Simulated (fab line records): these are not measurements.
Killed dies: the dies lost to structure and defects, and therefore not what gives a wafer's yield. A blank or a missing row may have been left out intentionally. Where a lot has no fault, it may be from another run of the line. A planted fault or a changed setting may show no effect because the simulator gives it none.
A lot that was struck, set against a sound lot + flow gf180mcu + 19 steps out of a route of 602
Sound: wafers L783.1, L783.3, L783.4. Wafers struck: L792.1, L792.2, L792.3. The cause is named last.
Order at every step that has rows: each side's tool, ch and its chambers, its first start. Under that, the readings that differ: sound wafers + struck wafers + difference of the means + sigmas: that difference in standard deviations of wafers without a fault.
alike: readings with means less than 2 such deviations apart, plus words and numbers identical on both sides. not compared: withheld readings, readings lacking a value on some wafer, bounds such as >300 that could conceal the same value, and numbers that have no deviation in the record and whose values overlap.
Wherever a step has rows on one side only, a row that says differs or no value, or a row with sigmas, the two part there. Non-overlapping numbers with no deviation appear without sigmas and do not part them. Lack of a reading on every wafer of one side parts them only where that side has two or more wafers.

GF_V2_CMP_26: polishes, stops on SiO2, t overpolish 15 s, target thk 0 nm.
  sound on cmp-02 ch 0,1,2, day 20 18:40; struck on cmp-02 ch 0,2,3, day 23 19:23
  alike: motor-current-A, overpolish-run-s, slurry-filter-dp-kPa, time-to-endpoint-s
GF_M3_SPUTTER_00: material Ti, target thk 37.5 nm, time 150 s.
  sound: pvd-sputter-01 at day 20 18:55; struck: pvd-sputter-04 at day 23 19:41
  alike: throttle-valve-pct
GF_M3_SPUTTER_01: material TiN, target thk 30 nm, time 25 s.
  sound: pvd-sputter-01 at day 20 19:01; struck: pvd-sputter-04 at day 23 19:47
  alike: throttle-valve-pct
then, 1 step without rows for these wafers: GF_M3_SPUTTER_02 (material AlCu, target thk 450 nm, time 23.9 s).
GF_M3_SPUTTER_03: material Ti, target thk 10 nm, time 6.7 s.
  sound: pvd-sputter-01 at day 20 19:05; struck: pvd-sputter-04 at day 23 19:50
  alike: throttle-valve-pct
GF_M3_SPUTTER_04: material TiN, target thk 50 nm, time 41.7 s.
  sound: pvd-sputter-01 at day 20 19:06; struck: pvd-sputter-04 at day 23 19:52
  alike: throttle-valve-pct
GF_M3_RS_MEAS_05: measurement is done with a four-point probe.
  sound: film-metro-03 at day 20 19:08; struck: film-metro-01 at day 23 19:54
  alike: M3_ALCU_RS
GF_M3_THK_MEAS_06: measures by xrf.
  sound: film-metro-03 at day 20 19:16; struck: film-metro-01 at day 23 20:01
  alike: M3_ALCU_THK
then, 4 steps without rows for these wafers: GF_M3_DEHYDRATE_07 (time 60 s); GF_M3_HMDS_08 (prime time 60 s); GF_M3_COAT_09 (resist thk 1000 nm); GF_M3_SOFTBAKE_10 (time 60 s).
GF_M3_EXPOSE_11: exposes mask Metal3, target cd 280 nm.
  sound on krf-scanner-01 ch 0, day 21 06:54; struck on krf-scanner-01 ch 0, day 24 07:19
  alike: mask
then, 2 steps without rows for these wafers: GF_M3_PEB_12 (peb time 90 s); GF_M3_DEVELOP_13 (develop time 60 s).
GF_M3_CD_MEAS_14: target cd 280 nm.
  sound: cd-sem-02 at day 21 18:36; struck: cd-sem-01 at day 24 18:07
| reading    | sound             | struck            | difference | sigmas |
|------------|-------------------|-------------------|------------|--------|
| cd-nm (nm) | 279.2 278.7 279.3 | 178.1 151.5 197.6 | -103.3     | -94    |
GF_M3_OVL_MEAS_15:
  sound: overlay-02 at day 21 18:43; struck: overlay-01 at day 24 18:14
  alike: M3_OVL
GF_M3_METAL_ETCH_16: etches the open film in Cl2/BCl3, stops on SiO2, target depth 627.5 nm, time 104.6 s.
  sound on rie-metal-02 ch 0,1, day 21 18:45; struck on rie-metal-03 ch 0,1, day 24 18:17
| reading             | sound           | struck            | difference | sigmas |
|---------------------|-----------------|-------------------|------------|--------|
| model.M3.cd-nm (nm) | 283 278.3 279.8 | 176.1 144.9 196.5 | -107.9     |        |
  alike: drypump-motor-current-A, oes-product-au, throttle-valve-pct
  not compared: rf-hours-counter-h
then, 1 step without rows for these wafers: GF_M3_STRIP_17 (strips in O2/N2).

== WHERE THEY PART ==
Only at GF_M3_CD_MEAS_14, as far as this record shows. Later steps at which nothing parts them and some readings are alike: GF_M3_OVL_MEAS_15, GF_M3_METAL_ETCH_16.

WHY: the cause the simulator had injected
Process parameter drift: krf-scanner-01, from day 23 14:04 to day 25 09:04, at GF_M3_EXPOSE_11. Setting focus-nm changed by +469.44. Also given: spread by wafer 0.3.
